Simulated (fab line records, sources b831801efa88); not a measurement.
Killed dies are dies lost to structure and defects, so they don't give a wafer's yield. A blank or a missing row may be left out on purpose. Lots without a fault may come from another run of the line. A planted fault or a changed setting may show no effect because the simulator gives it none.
fab line records | flow sky130
record lots=5 wafers=15 last_day=48
route steps=708 shown PWDE@49 NWELL@56 VT_ADJUST_HVTP@85
lots that met no fault: from a run of the same line without faults
start_h: hours from the record's first day to the start of the lot's first wafer shown | wait_h: hours since the lot's step before | " the same as in the row above | L1.1+2: a row that stands for several wafers | - no value, or no start given | * or withheld: withheld | < > ~ a bound
route shown NAME@n: a module of which the file shows steps, and the number in the route of the first | usual: mean/standard deviation of fault-free wafers | same: alike in all rows | chamber/n: place in a boat | sites: the reading at each site | _std_site: their standard deviation | _edge_site: outer sites' mean less inner sites' | radius_mm: how far each site lies from the wafer's centre | mask NAME#n: copy n | behind: the tool/chamber that last shaped the wafer | hold: why the lot was held/for how many hours/how that ended | device: the transistor (n, p or np) that didn't switch | end of line: the same wafers' tests at the end of the route | a step without rows: its recipe alone | killed: dies lost to structure and defects at the first sort, not the wafer's yield | map: a wafer's dies, x killed, . not, _ none there
set.NAME: the setting as run; set.NAME@STEP: as run at that earlier step | model.NAME: the simulator's own value behind a step, which no gauge read
lots at some steps of the route; a table a step, a row a wafer
services: from which hour (start_h, from the record's first day; less than 0 if before it) a tool's chamber was out of use, for how many hours, and why
## steps
# step SKY_PWDE_EXPOSE_04
# recipe mask_id=PWDEM na=0.6 source_shape=conventional sigma_outer=0.6 polarization=unpolarized target_cd_nm=840 dose_mj=214
# columns lot.wafer tool chamber start_h wait_h mask
L078.1+3+5 iline_stepper-01 0 - - PWDEM#0
L080.4+5+6 iline_stepper-02 0 - - PWDEM#0
L081.3+4+5 iline_stepper-01 0 - - PWDEM#0
L082.2+3+5 iline_stepper-01 0 - - PWDEM#0
L089.2+4+5 iline_stepper-01 0 - - PWDEM#0
# step SKY_PWDE_PEB_05
# recipe temp_c=115 time_s=withheld
# usual exhaust_pa=45.1/0.83
# columns lot.wafer tool chamber start_h wait_h exhaust_pa
L078.1 litho_track-01 0 - - 46.0
L078.3 " 0 " " 47.4
L078.5 " 0 " " 47.0
L080.4 litho_track-01 0 - - 44.0
L080.5 " 0 " " 43.1
L080.6 " 0 " " 44.6
L081.3 litho_track-01 0 - - 45.5
L081.4 " 0 " " 45.0
L081.5 " 0 " " 44.5
L082.2 litho_track-04 0 - - 45.3
L082.3 " 0 " " 44.5
L082.5 " 0 " " 44.3
L089.2 litho_track-01 0 - - 46.7
L089.4 " 0 " " 46.3
L089.5 " 0 " " 46.6
# step SKY_PWDE_DEVELOP_06
# recipe wall_angle_deg=90 developer=TMAH develop_time_s=60 dev_temp_c=23
# usual exhaust_pa=45.2/0.92
# columns lot.wafer tool chamber start_h wait_h exhaust_pa
L078.1 litho_track-01 0 - - 45.5
L078.3 " 0 " " 44.8
L078.5 " 0 " " 44.2
L080.4 litho_track-01 0 - - 45.1
L080.5 " 0 " " 46.4
L080.6 " 0 " " 46.1
L081.3 litho_track-01 0 - - 44.8
L081.4 " 0 " " 45.4
L081.5 " 0 " " 46.1
L082.2 litho_track-04 0 - - 46.6
L082.3 " 0 " " 44.3
L082.5 " 0 " " 44.3
L089.2 litho_track-01 0 - - 46.5
L089.4 " 0 " " 45.2
L089.5 " 0 " " 45.4
# step SKY_PWDE_OVL_MEAS_07
# usual PWDE_OVL=1.0/1.3
# columns lot.wafer tool chamber start_h wait_h PWDE_OVL[nm]
L078.1 overlay-02 - 91.95 - -0.4
L078.3 " - " " 0.9
L078.5 " - " " 0.9
L080.4 overlay-02 - 101.52 - 2.8
L080.5 " - " " 3.2
L080.6 " - " " 1.8
L081.3 overlay-01 - 108.67 - -0.2
L081.4 " - " " 1.2
L081.5 " - " " -0.9
L082.2 overlay-01 - 113.79 - -1.5
L082.3 " - " " -0.2
L082.5 " - " " 0.3
L089.2 overlay-02 - 151.31 - 2.0
L089.4 " - " " 1.0
L089.5 " - " " 1.6
# step SKY_PWDE_IMPLANT_08
# recipe species=B energy_kev=150 dose_cm2=3.6e+12 tilt_deg=withheld
# columns lot.wafer tool chamber start_h wait_h
L078.1+3+5 implanter-02 0 91.99 0.0
L080.4+5+6 implanter-02 0 101.61 0.1
L081.3+4+5 implanter-02 0 108.74 0.1
L082.2+3+5 implanter-01 0 113.85 0.0
L089.2+4+5 implanter-01 0 151.36 0.0
# step SKY_PWDE_STRIP_09
# recipe chemistry=O2/N2 power_w=1400 pressure_mtorr=1500 platen_temp_c=withheld o2_flow_sccm=3000 n2_flow_sccm=300 overash_fraction=0.5
# usual drypump_motor_current_A=5.5/0.37 oes_product_au=0.723/0.0042 strip_time_to_endpoint_s=37.01/0.095
# columns lot.wafer tool chamber start_h wait_h drypump_motor_current_A oes_product_au rf_hours_counter_h strip_time_to_endpoint_s
L078.1 plasma_asher-01 0 92.14 0.1 5.2 0.716 42 37.07
L078.3 " 1 " " 5.3 0.720 - 37.02
L078.5 " 1 " " 5.3 0.721 - 37.02
L080.4 plasma_asher-04 0 101.72 0.1 5.2 0.729 - 36.95
L080.5 " 0 " " 5.2 0.720 - 36.96
L080.6 " 1 " " 5.1 0.717 - 36.77
L081.3 plasma_asher-02 1 108.87 0.1 6.0 0.717 - 36.95
L081.4 " 0 " " 6.0 0.731 - 37.07
L081.5 " 0 " " 6.0 0.727 - 37.02
L082.2 plasma_asher-02 0 113.97 0.1 5.9 0.723 45 37.01
L082.3 " 0 " " 5.9 0.719 - 36.86
L082.5 " 0 " " 5.9 0.721 - 37.06
L089.2 plasma_asher-01 0 151.49 0.1 5.2 0.718 3 37.11
L089.4 " 1 " " 5.4 0.726 - 37.06
L089.5 " 1 " " 5.4 0.723 - 37.03
# step SKY_PWDE_TW_MEAS_10
# usual PWDE_TW=377/3.9
# columns lot.wafer tool chamber start_h wait_h PWDE_TW
L078.1 film_metro-02 - 92.24 0.1 369
L078.3 " - " " 372
L078.5 " - " " 372
L080.4 film_metro-01 - 101.82 0.1 378
L080.5 " - " " 378
L080.6 " - " " 379
L081.3 film_metro-03 - 108.96 0.1 380
L081.4 " - " " 376
L081.5 " - " " 379
L082.2 film_metro-01 - 114.08 0.1 378
L082.3 " - " " 380
L082.5 " - " " 377
L089.2 film_metro-03 - 151.60 0.1 380
L089.4 " - " " 379
L089.5 " - " " 380
# step SKY_NWELL_DEHYDRATE_03
# recipe temp_c=200 time_s=60
# usual exhaust_pa=44.8/0.96
# columns lot.wafer tool chamber start_h wait_h exhaust_pa
L078.1 litho_track-02 0 100.04 7.8 44.8
L078.3 " 0 " " 45.3
L078.5 " 0 " " 45.1
L080.4 litho_track-02 0 110.27 8.4 44.9
L080.5 " 0 " " 45.9
L080.6 " 0 " " 45.1
L081.3 litho_track-02 0 117.14 8.2 44.2
L081.4 " 0 " " 44.6
L081.5 " 0 " " 45.0
L082.2 litho_track-02 0 122.42 8.3 44.8
L082.3 " 0 " " 46.3
L082.5 " 0 " " 44.7
L089.2 litho_track-03 0 161.01 9.4 46.5
L089.4 " 0 " " 46.0
L089.5 " 0 " " 44.7
# step SKY_NWELL_HMDS_04
# recipe prime_time_s=60 prime_temp_c=120
# usual exhaust_pa=45.0/0.98
# columns lot.wafer tool chamber start_h wait_h exhaust_pa
L078.1 litho_track-02 0 100.19 0.1 45.3
L078.3 " 0 " " 46.5
L078.5 " 0 " " 44.0
L080.4 litho_track-02 0 110.42 0.1 45.8
L080.5 " 0 " " 45.7
L080.6 " 0 " " 45.5
L081.3 litho_track-02 0 117.29 0.1 44.0
L081.4 " 0 " " 43.6
L081.5 " 0 " " 44.3
L082.2 litho_track-02 0 122.57 0.1 45.4
L082.3 " 0 " " 46.7
L082.5 " 0 " " 45.7
L089.2 litho_track-03 0 161.16 0.1 45.5
L089.4 " 0 " " 44.8
L089.5 " 0 " " 44.1
# step SKY_NWELL_COAT_05
# recipe spin_rpm=2000 resist_thk_nm=3000
# usual exhaust_pa=44.7/0.96
# columns lot.wafer tool chamber start_h wait_h exhaust_pa
L078.1 litho_track-02 0 100.34 0.1 44.7
L078.3 " 0 " " 44.7
L078.5 " 0 " " 43.2
L080.4 litho_track-02 0 110.57 0.1 43.9
L080.5 " 0 " " 45.5
L080.6 " 0 " " 46.3
L081.3 litho_track-02 0 117.44 0.1 45.5
L081.4 " 0 " " 45.7
L081.5 " 0 " " 45.4
L082.2 litho_track-02 0 122.72 0.1 45.5
L082.3 " 0 " " 45.6
L082.5 " 0 " " 44.6
L089.2 litho_track-03 0 161.31 0.1 45.1
L089.4 " 0 " " 43.0
L089.5 " 0 " " 43.7
# step SKY_NWELL_SOFTBAKE_06
# recipe temp_c=110 time_s=withheld
# usual exhaust_pa=44.9/0.95
# columns lot.wafer tool chamber start_h wait_h exhaust_pa
L078.1 litho_track-02 0 100.49 0.1 45.6
L078.3 " 0 " " 42.9
L078.5 " 0 " " 44.3
L080.4 litho_track-02 0 110.74 0.1 44.2
L080.5 " 0 " " 44.5
L080.6 " 0 " " 45.9
L081.3 litho_track-02 0 117.61 0.1 45.4
L081.4 " 0 " " 45.8
L081.5 " 0 " " 45.2
L082.2 litho_track-02 0 122.87 0.1 45.7
L082.3 " 0 " " 44.6
L082.5 " 0 " " 44.0
L089.2 litho_track-03 0 161.47 0.1 43.5
L089.4 " 0 " " 44.4
L089.5 " 0 " " 44.4
# step SKY_NWELL_EXPOSE_07
# recipe mask_id=NWM na=0.6 source_shape=conventional sigma_outer=0.6 polarization=unpolarized target_cd_nm=840 dose_mj=255
# columns lot.wafer tool chamber start_h wait_h mask
L078.1+3+5 iline_stepper-01 0 - - NWM#0
L080.4+5+6 iline_stepper-01 0 - - NWM#0
L081.3+4+5 iline_stepper-01 0 - - NWM#0
L082.2+3+5 iline_stepper-02 0 - - NWM#0
L089.2+4+5 iline_stepper-01 0 - - NWM#0
# step SKY_NWELL_PEB_08
# recipe temp_c=115 time_s=withheld
# usual exhaust_pa=44.8/0.89
# columns lot.wafer tool chamber start_h wait_h exhaust_pa
L078.1 litho_track-03 0 - - 43.9
L078.3 " 0 " " 44.8
L078.5 " 0 " " 43.4
L080.4 litho_track-02 0 - - 46.8
L080.5 " 0 " " 45.5
L080.6 " 0 " " 45.2
L081.3 litho_track-01 0 - - 44.0
L081.4 " 0 " " 45.4
L081.5 " 0 " " 44.8
L082.2 litho_track-01 0 - - 44.5
L082.3 " 0 " " 44.7
L082.5 " 0 " " 45.7
L089.2 litho_track-02 0 - - 45.0
L089.4 " 0 " " 46.3
L089.5 " 0 " " 45.1
# step SKY_NWELL_DEVELOP_09
# recipe wall_angle_deg=90 developer=TMAH develop_time_s=60 dev_temp_c=23
# usual exhaust_pa=45.0/0.91
# columns lot.wafer tool chamber start_h wait_h exhaust_pa
L078.1 litho_track-03 0 - - 45.0
L078.3 " 0 " " 46.3
L078.5 " 0 " " 45.3
L080.4 litho_track-02 0 - - 44.5
L080.5 " 0 " " 45.3
L080.6 " 0 " " 45.7
L081.3 litho_track-01 0 - - 43.6
L081.4 " 0 " " 44.0
L081.5 " 0 " " 44.0
L082.2 litho_track-01 0 - - 44.9
L082.3 " 0 " " 46.2
L082.5 " 0 " " 45.7
L089.2 litho_track-02 0 - - 46.3
L089.4 " 0 " " 45.6
L089.5 " 0 " " 46.2
# step SKY_NWELL_OVL_MEAS_10
# usual NWELL_00_OVL=-0.2/1.3
# columns lot.wafer tool chamber start_h wait_h NWELL_00_OVL[nm]
L078.1 overlay-02 - 109.93 - -0.7
L078.3 " - " " -1.3
L078.5 " - " " 0.1
L080.4 overlay-01 - 119.01 - 1.0
L080.5 " - " " -0.2
L080.6 " - " " -0.1
L081.3 overlay-02 - 126.77 - 0.2
L081.4 " - " " 2.2
L081.5 " - " " 2.8
L082.2 overlay-02 - 132.26 - -0.4
L082.3 " - " " 0.4
L082.5 " - " " -0.3
L089.2 overlay-02 - 171.20 - 2.2
L089.4 " - " " 0.9
L089.5 " - " " 3.7
# step SKY_NWELL_IMPLANT_11
# recipe species=P energy_kev=400 dose_cm2=1.9e+13 tilt_deg=withheld
# columns lot.wafer tool chamber start_h wait_h
L078.1+3+5 implanter-01 0 109.97 0.0
L080.4+5+6 implanter-03 0 119.10 0.1
L081.3+4+5 implanter-03 0 126.84 0.1
L082.2+3+5 implanter-03 0 132.31 0.0
L089.2+4+5 implanter-01 0 171.25 0.0
# step SKY_NWELL_IMPLANT_12
# recipe species=P energy_kev=120 dose_cm2=1.3e+12 tilt_deg=withheld
# columns lot.wafer tool chamber start_h wait_h
L078.1+3+5 implanter-01 0 110.12 0.1
L080.4+5+6 implanter-03 0 119.25 0.1
L081.3+4+5 implanter-03 0 126.99 0.1
L082.2+3+5 implanter-03 0 132.46 0.1
L089.2+4+5 implanter-01 0 171.40 0.1
# step SKY_NWELL_IMPLANT_13
# recipe species=P energy_kev=50 dose_cm2=7e+11 tilt_deg=withheld
# columns lot.wafer tool chamber start_h wait_h
L078.1+3+5 implanter-01 0 110.27 0.1
L080.4+5+6 implanter-03 0 119.40 0.1
L081.3+4+5 implanter-03 0 127.14 0.1
L082.2+3+5 implanter-03 0 132.61 0.1
L089.2+4+5 implanter-01 0 171.55 0.1
# step SKY_NWELL_STRIP_14
# recipe chemistry=O2/N2 power_w=1400 pressure_mtorr=1500 platen_temp_c=withheld o2_flow_sccm=3000 n2_flow_sccm=300 overash_fraction=0.5
# usual drypump_motor_current_A=5.7/0.44 oes_product_au=0.722/0.0043 strip_time_to_endpoint_s=37.02/0.11
# columns lot.wafer tool chamber start_h wait_h drypump_motor_current_A oes_product_au rf_hours_counter_h strip_time_to_endpoint_s
L078.1 plasma_asher-03 0 110.42 0.1 6.5 0.721 43 36.97
L078.3 " 0 " " 6.5 0.725 - 37.03
L078.5 " 0 " " 6.5 0.712 - 37.02
L080.4 plasma_asher-02 0 119.51 0.1 5.9 0.722 - 37.12
L080.5 " 1 " " 6.0 0.721 - 37.06
L080.6 " 0 " " 5.9 0.732 - 36.98
L081.3 plasma_asher-03 0 127.27 0.1 6.5 0.728 - 37.15
L081.4 " 1 " " 5.9 0.716 - 37.09
L081.5 " 1 " " 5.9 0.720 - 37.17
L082.2 plasma_asher-01 0 132.74 0.1 5.2 0.719 1 37.19
L082.3 " 0 " " 5.2 0.726 - 37.19
L082.5 " 0 " " 5.3 0.724 - 37.21
L089.2 plasma_asher-01 0 171.68 0.1 5.2 0.731 5 36.96
L089.4 " 1 " " 5.3 0.719 - 37.11
L089.5 " 1 " " 5.4 0.731 - 37.06
# step SKY_NWELL_TW_MEAS_15
# usual NWELL_TW=1828/20
# columns lot.wafer tool chamber start_h wait_h NWELL_TW
L078.1 film_metro-02 - 110.52 0.1 1813
L078.3 " - " " 1812
L078.5 " - " " 1807
L080.4 film_metro-03 - 119.61 0.1 1853
L080.5 " - " " 1844
L080.6 " - " " 1846
L081.3 film_metro-02 - 127.36 0.1 1805
L081.4 " - " " 1817
L081.5 " - " " 1799
L082.2 film_metro-01 - 132.85 0.1 1857
L082.3 " - " " 1852
L082.5 " - " " 1868
L089.2 film_metro-03 - 171.79 0.1 1862
L089.4 " - " " 1857
L089.5 " - " " 1859
# step SKY_NWELL_DEHYDRATE_16
# recipe temp_c=200 time_s=60
# usual exhaust_pa=45.0/0.78
# columns lot.wafer tool chamber start_h wait_h exhaust_pa
L078.1 litho_track-03 0 118.58 8.1 44.0
L078.3 " 0 " " 45.2
L078.5 " 0 " " 45.1
L080.4 litho_track-01 0 127.93 8.3 43.7
L080.5 " 0 " " 44.1
L080.6 " 0 " " 45.1
L081.3 litho_track-02 0 135.99 8.6 44.4
L081.4 " 0 " " 43.9
L081.5 " 0 " " 44.8
L082.2 litho_track-02 0 141.62 8.8 45.7
L082.3 " 0 " " 44.6
L082.5 " 0 " " 44.4
L089.2 litho_track-02 0 181.01 9.2 45.7
L089.4 " 0 " " 44.9
L089.5 " 0 " " 45.6
# step SKY_NWELL_HMDS_17
# recipe prime_time_s=60 prime_temp_c=120
# usual exhaust_pa=44.9/0.9
# columns lot.wafer tool chamber start_h wait_h exhaust_pa
L078.1 litho_track-03 0 118.73 0.1 44.2
L078.3 " 0 " " 43.3
L078.5 " 0 " " 45.9
L080.4 litho_track-01 0 128.08 0.1 46.1
L080.5 " 0 " " 44.4
L080.6 " 0 " " 46.1
L081.3 litho_track-02 0 136.14 0.1 45.5
L081.4 " 0 " " 43.8
L081.5 " 0 " " 45.2
L082.2 litho_track-02 0 141.77 0.1 44.8
L082.3 " 0 " " 44.7
L082.5 " 0 " " 45.4
L089.2 litho_track-02 0 181.16 0.1 44.1
L089.4 " 0 " " 45.1
L089.5 " 0 " " 44.3
# step SKY_NWELL_COAT_18
# recipe spin_rpm=2000 resist_thk_nm=3000
# usual exhaust_pa=45.2/1
# columns lot.wafer tool chamber start_h wait_h exhaust_pa
L078.1 litho_track-03 0 118.88 0.1 47.0
L078.3 " 0 " " 46.3
L078.5 " 0 " " 47.5
L080.4 litho_track-01 0 128.23 0.1 46.9
L080.5 " 0 " " 46.1
L080.6 " 0 " " 46.6
L081.3 litho_track-02 0 136.29 0.1 44.2
L081.4 " 0 " " 45.9
L081.5 " 0 " " 44.8
L082.2 litho_track-02 0 141.92 0.1 43.8
L082.3 " 0 " " 44.3
L082.5 " 0 " " 45.0
L089.2 litho_track-02 0 181.31 0.1 45.7
L089.4 " 0 " " 45.4
L089.5 " 0 " " 45.1
# step SKY_NWELL_SOFTBAKE_19
# recipe temp_c=110 time_s=withheld
# usual exhaust_pa=45.1/0.99
# columns lot.wafer tool chamber start_h wait_h exhaust_pa
L078.1 litho_track-03 0 119.03 0.1 47.0
L078.3 " 0 " " 45.5
L078.5 " 0 " " 44.6
L080.4 litho_track-01 0 128.40 0.1 44.4
L080.5 " 0 " " 43.9
L080.6 " 0 " " 44.0
L081.3 litho_track-02 0 136.46 0.1 45.0
L081.4 " 0 " " 44.8
L081.5 " 0 " " 44.9
L082.2 litho_track-02 0 142.07 0.1 46.0
L082.3 " 0 " " 44.6
L082.5 " 0 " " 46.0
L089.2 litho_track-02 0 181.47 0.1 44.0
L089.4 " 0 " " 44.0
L089.5 " 0 " " 44.7
# step SKY_NWELL_EXPOSE_20
# recipe mask_id=NWM_COMPLEMENT na=0.6 source_shape=conventional sigma_outer=0.6 polarization=unpolarized target_cd_nm=840 dose_mj=260
# columns lot.wafer tool chamber start_h wait_h mask
L078.1+3+5 iline_stepper-01 0 - - NWM_COMPLEMENT#0
L080.4+5+6 iline_stepper-02 0 - - NWM_COMPLEMENT#0
L081.3+4+5 iline_stepper-01 0 - - NWM_COMPLEMENT#0
L082.2+3+5 iline_stepper-01 0 - - NWM_COMPLEMENT#0
L089.2+4+5 iline_stepper-01 0 - - NWM_COMPLEMENT#0
# step SKY_NWELL_PEB_21
# recipe temp_c=115 time_s=withheld
# usual exhaust_pa=44.9/1.1
# columns lot.wafer tool chamber start_h wait_h exhaust_pa
L078.1 litho_track-02 0 - - 46.9
L078.3 " 0 " " 46.2
L078.5 " 0 " " 43.9
L080.4 litho_track-02 0 - - 43.5
L080.5 " 0 " " 45.1
L080.6 " 0 " " 44.7
L081.3 litho_track-02 0 - - 45.7
L081.4 " 0 " " 44.8
L081.5 " 0 " " 44.8
L082.2 litho_track-02 0 - - 45.8
L082.3 " 0 " " 46.1
L082.5 " 0 " " 43.5
L089.2 litho_track-01 0 - - 46.9
L089.4 " 0 " " 46.8
L089.5 " 0 " " 46.8
# step SKY_NWELL_DEVELOP_22
# recipe wall_angle_deg=90 developer=TMAH develop_time_s=60 dev_temp_c=23
# usual exhaust_pa=45.0/0.88
# columns lot.wafer tool chamber start_h wait_h exhaust_pa
L078.1 litho_track-02 0 - - 45.7
L078.3 " 0 " " 44.1
L078.5 " 0 " " 45.4
L080.4 litho_track-02 0 - - 44.1
L080.5 " 0 " " 43.1
L080.6 " 0 " " 43.9
L081.3 litho_track-02 0 - - 46.3
L081.4 " 0 " " 44.3
L081.5 " 0 " " 45.3
L082.2 litho_track-02 0 - - 46.0
L082.3 " 0 " " 45.8
L082.5 " 0 " " 46.0
L089.2 litho_track-01 0 - - 45.0
L089.4 " 0 " " 45.7
L089.5 " 0 " " 45.6
# step SKY_NWELL_OVL_MEAS_23
# usual NWELL_01_OVL=1.4/1.4
# columns lot.wafer tool chamber start_h wait_h NWELL_01_OVL[nm]
L078.1 overlay-02 - 128.04 - 1.6
L078.3 " - " " 2.4
L078.5 " - " " 1.5
L080.4 overlay-01 - 137.56 - -0.8
L080.5 " - " " 0.7
L080.6 " - " " 3.1
L081.3 overlay-02 - 146.10 - 1.3
L081.4 " - " " 2.6
L081.5 " - " " 3.8
L082.2 overlay-02 - 151.85 - 1.5
L082.3 " - " " -0.4
L082.5 " - " " 2.3
L089.2 overlay-01 - 191.31 - 2.2
L089.4 " - " " 2.6
L089.5 " - " " 1.7
# step SKY_NWELL_IMPLANT_24
# recipe species=B energy_kev=140 dose_cm2=9.2e+12 tilt_deg=withheld
# columns lot.wafer tool chamber start_h wait_h
L078.1+3+5 implanter-01 0 128.08 0.0
L080.4+5+6 implanter-03 0 137.65 0.1
L081.3+4+5 implanter-01 0 146.18 0.1
L082.2+3+5 implanter-03 0 151.90 0.0
L089.2+4+5 implanter-01 0 191.36 0.0
# step SKY_NWELL_STRIP_25
# recipe chemistry=O2/N2 power_w=1400 pressure_mtorr=1500 platen_temp_c=withheld o2_flow_sccm=3000 n2_flow_sccm=300 overash_fraction=0.5
# usual drypump_motor_current_A=5.8/0.41 oes_product_au=0.721/0.0048 strip_time_to_endpoint_s=37.05/0.11
# columns lot.wafer tool chamber start_h wait_h drypump_motor_current_A oes_product_au rf_hours_counter_h strip_time_to_endpoint_s
L078.1 plasma_asher-02 1 128.23 0.1 6.0 0.725 47 37.09
L078.3 " 0 " " 5.9 0.719 - 37.14
L078.5 " 1 " " 6.0 0.727 - 37.16
L080.4 plasma_asher-03 1 137.76 0.1 5.9 0.721 - 37.05
L080.5 " 0 " " 6.6 0.727 - 37.05
L080.6 " 1 " " 5.9 0.717 - 36.99
L081.3 plasma_asher-01 1 146.31 0.1 5.4 0.731 - 37.11
L081.4 " 0 " " 5.2 0.722 - 37.12
L081.5 " 0 " " 5.2 0.727 - 37.14
L082.2 plasma_asher-01 0 152.03 0.1 5.2 0.713 3 36.90
L082.3 " 0 " " 5.2 0.717 - 36.90
L082.5 " 0 " " 5.2 0.722 - 36.93
L089.2 plasma_asher-01 1 191.49 0.1 5.4 0.720 7 37.00
L089.4 " 1 " " 5.4 0.715 - 36.95
L089.5 " 0 " " 5.2 0.730 - 36.96
# step SKY_NWELL_TW_MEAS_26
# usual NWELL_2_TW=500/5.8
# columns lot.wafer tool chamber start_h wait_h NWELL_2_TW
L078.1 film_metro-02 - 128.33 0.1 494
L078.3 " - " " 494
L078.5 " - " " 494
L080.4 film_metro-02 - 137.86 0.1 498
L080.5 " - " " 496
L080.6 " - " " 496
L081.3 film_metro-01 - 146.40 0.1 504
L081.4 " - " " 508
L081.5 " - " " 507
L082.2 film_metro-03 - 152.14 0.1 505
L082.3 " - " " 507
L082.5 " - " " 508
L089.2 film_metro-02 - 191.60 0.1 496
L089.4 " - " " 497
L089.5 " - " " 493
# step SKY_NWELL_CLEAN_27
# recipe chemistry=SC1/SC2 mix=1:4:20 temp_c=70 time_s=150 dry=n2_spin
# usual bath_guard_temp_C=70.3/0.49 bath_heat_duty_pct=12.8/1.1
# columns lot.wafer tool chamber start_h wait_h bath_guard_temp_C bath_heat_duty_pct
L078.1 wet_bench-01 1 128.39 0.1 70.6 13.9
L078.3 " 1 " " 70.8 13.4
L078.5 " 1 " " 70.8 12.0
L080.4 wet_bench-02 1 137.89 0.0 70.7 13.3
L080.5 " 1 " " 70.7 12.7
L080.6 " 1 " " 70.2 13.0
L081.3 wet_bench-02 1 146.44 0.0 70.4 13.1
L081.4 " 1 " " 70.2 11.9
L081.5 " 1 " " 70.2 12.4
L082.2 wet_bench-01 1 152.19 0.0 70.8 14.3
L082.3 " 1 " " 70.8 12.8
L082.5 " 1 " " 70.4 13.7
L089.2 wet_bench-02 2 191.65 0.0 70.1 12.0
L089.4 " 2 " " 70.8 13.0
L089.5 " 2 " " 70.6 14.1
# step SKY_NWELL_RTA_28
# recipe temp_c=1050 time_s=30 idle_temp_c=650 ramp_up_c_per_s=150 ramp_down_c_per_s=90 ambient=N2
# usual lamp_power_pct=25.30/0.053 ramp_up_c_per_s=150.00/0.029 wafer_temp_C_max=1054.9/0.95
# columns lot.wafer tool chamber start_h wait_h lamp_power_pct ramp_up_c_per_s wafer_temp_C_max
L078.1 rtp_anneal-02 0 128.44 0.0 25.34 150.02 1053.5
L078.3 " 0 " " 25.28 149.99 1054.3
L078.5 " 0 " " 25.19 150.03 1057.0
L080.4 rtp_anneal-02 0 138.00 0.1 25.30 150.02 1053.7
L080.5 " 0 " " 25.34 150.01 1054.6
L080.6 " 0 " " 25.38 149.95 1054.4
L081.3 rtp_anneal-01 0 146.52 0.0 25.27 150.00 1055.5
L081.4 " 0 " " 25.26 150.01 1054.6
L081.5 " 0 " " 25.29 150.04 1054.9
L082.2 rtp_anneal-02 0 152.25 0.0 25.29 150.01 1055.6
L082.3 " 0 " " 25.31 149.96 1054.6
L082.5 " 0 " " 25.31 150.04 1054.2
L089.2 rtp_anneal-01 0 191.72 0.0 25.23 150.05 1054.9
L089.4 " 0 " " 25.37 149.98 1054.9
L089.5 " 0 " " 25.28 150.01 1055.5
# step SKY_NWELL_RS_MEAS_29
# recipe thk_meas_gauge=four-point-probe
# usual NWELL_RS=624.4/1.5
# columns lot.wafer tool chamber start_h wait_h NWELL_RS[ohm/sq]
L078.1 film_metro-03 - 128.54 0.1 623.8
L078.3 " - " " 623.0
L078.5 " - " " 624.9
L080.4 film_metro-02 - 138.11 0.1 625.1
L080.5 " - " " 626.6
L080.6 " - " " 623.5
L081.3 film_metro-01 - 146.63 0.1 623.3
L081.4 " - " " 621.8
L081.5 " - " " 623.7
L082.2 film_metro-01 - 152.36 0.1 623.9
L082.3 " - " " 624.4
L082.5 " - " " 621.5
L089.2 film_metro-02 - 191.82 0.1 624.7
L089.4 " - " " 626.5
L089.5 " - " " 625.1
# step SKY_NWELL_RS_MEAS_31
# recipe thk_meas_gauge=four-point-probe
# usual PWDE_RS=5270/16
# columns lot.wafer tool chamber start_h wait_h PWDE_RS[ohm/sq]
L078.1 film_metro-03 - 128.78 0.1 5273
L078.3 " - " " 5259
L078.5 " - " " 5269
L080.4 film_metro-02 - 138.35 0.1 5264
L080.5 " - " " 5275
L080.6 " - " " 5267
L081.3 film_metro-01 - 146.87 0.1 5272
L081.4 " - " " 5297
L081.5 " - " " 5269
L082.2 film_metro-01 - 152.60 0.1 5280
L082.3 " - " " 5271
L082.5 " - " " 5255
L089.2 film_metro-02 - 192.06 0.1 5279
L089.4 " - " " 5280
L089.5 " - " " 5262
# step SKY_VT_ADJUST_HVTP_DEHYDRATE_00
# recipe temp_c=200 time_s=60
# usual exhaust_pa=45.1/0.83
# columns lot.wafer tool chamber start_h wait_h exhaust_pa
L078.1 litho_track-04 0 137.99 9.2 46.5
L078.3 " 0 " " 44.9
L078.5 " 0 " " 45.0
L080.4 litho_track-01 0 147.53 9.2 45.0
L080.5 " 0 " " 44.6
L080.6 " 0 " " 46.5
L081.3 litho_track-04 0 156.14 9.2 45.6
L081.4 " 0 " " 44.0
L081.5 " 0 " " 45.6
L082.2 litho_track-04 0 161.71 9.1 45.9
L082.3 " 0 " " 46.1
L082.5 " 0 " " 46.1
L089.2 litho_track-03 0 202.76 10.7 45.8
L089.4 " 0 " " 45.1
L089.5 " 0 " " 44.2
# step SKY_VT_ADJUST_HVTP_HMDS_01
# recipe prime_time_s=60 prime_temp_c=120
# usual exhaust_pa=45.1/1
# columns lot.wafer tool chamber start_h wait_h exhaust_pa
L078.1 litho_track-04 0 138.14 0.1 45.4
L078.3 " 0 " " 46.2
L078.5 " 0 " " 44.8
L080.4 litho_track-01 0 147.68 0.1 45.0
L080.5 " 0 " " 44.5
L080.6 " 0 " " 44.1
L081.3 litho_track-04 0 156.29 0.1 44.0
L081.4 " 0 " " 45.7
L081.5 " 0 " " 44.2
L082.2 litho_track-04 0 161.86 0.1 46.9
L082.3 " 0 " " 45.9
L082.5 " 0 " " 47.8
L089.2 litho_track-03 0 202.91 0.1 45.5
L089.4 " 0 " " 44.1
L089.5 " 0 " " 43.6
## services
# columns tool chamber start_h hours kind
iline_stepper-02 - 93.36 1.7 pm
iline_stepper-02 - 99.49 8.9 repair
plasma_asher-01 - 108.75 9.0 pm
plasma_asher-01 0 108.75 9.0 vent_cycle
plasma_asher-01 1 108.75 9.0 vent_cycle
plasma_asher-01 0 117.75 - clean
plasma_asher-01 1 117.75 - clean
implanter-02 - 118.88 1.3 repair
wet_bench-02 - 125.66 1.7 repair
plasma_asher-04 - 142.21 0.7 repair
rtp_anneal-02 - 156.88 1.0 pm
implanter-02 - 167.25 2.6 repair
implanter-02 - 189.76 1.4 repair
plasma_asher-03 - 191.77 4.0 repair
## key
fault none
